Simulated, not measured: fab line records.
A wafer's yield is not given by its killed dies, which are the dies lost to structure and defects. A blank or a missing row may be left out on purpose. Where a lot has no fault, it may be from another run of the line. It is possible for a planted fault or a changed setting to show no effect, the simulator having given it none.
Chamber matching + flow sky130 + 3 sister chambers for SKY_CAP2M_CVD_00 on pecvd-01
The step deposits SiO2, target thk 15.5 nm. 3 wafers are shown with their chamber, then 7 later ones without.

== WAFERS, EACH WITH ITS CHAMBER ==
| wafer  | chamber | heaterPowerW (W) |
|--------|---------|------------------|
| L089.5 | 0       | 717              |
| L090.1 | 1       | 692              |
| L090.2 | 2       | 866              |

== WAFERS MISSING THEIR CHAMBER ==
| wafer  | heaterPowerW (W) |
|--------|------------------|
| L090.5 | 887              |
| L091.1 | 882              |
| L091.3 | 703              |
| L091.5 | 736              |
| L094.3 | 937              |
| L094.4 | 616              |
| L094.5 | 846              |

== THE CHAMBER EACH PASSED THROUGH ==
| wafer  | from the rows above     | in truth                   |
|--------|-------------------------|----------------------------|
| L090.5 | 2                       | 2                          |
| L091.1 | 2                       | 2                          |
| L091.3 | can't be placed: 1 or 0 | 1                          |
| L091.5 | can't be placed: 0 or 1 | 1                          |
| L094.3 | 2                       | 2                          |
| L094.4 | can't be placed: 1 or 0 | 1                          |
| L094.5 | 2                       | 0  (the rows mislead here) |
Placed correctly: 3 of 7. From these rows, 3 cannot be placed; in 3 the true chamber is one of the candidates. Placed wrongly: 1.
How it was worked out, from the rows above alone: a wafer's distance from a chamber is the root of the sum, over the readings, of the square of ((its reading less the chamber's mean) divided by the reading's scatter). If the next closest chamber is less than 2 further off than the closest, the wafer can't be placed; otherwise it belongs to the closest. The mean given for a chamber averages the wafers shown for that chamber. The scatter: root of mean squared gap, hidden wafer to nearest shown wafer, with one shown wafer a chamber.
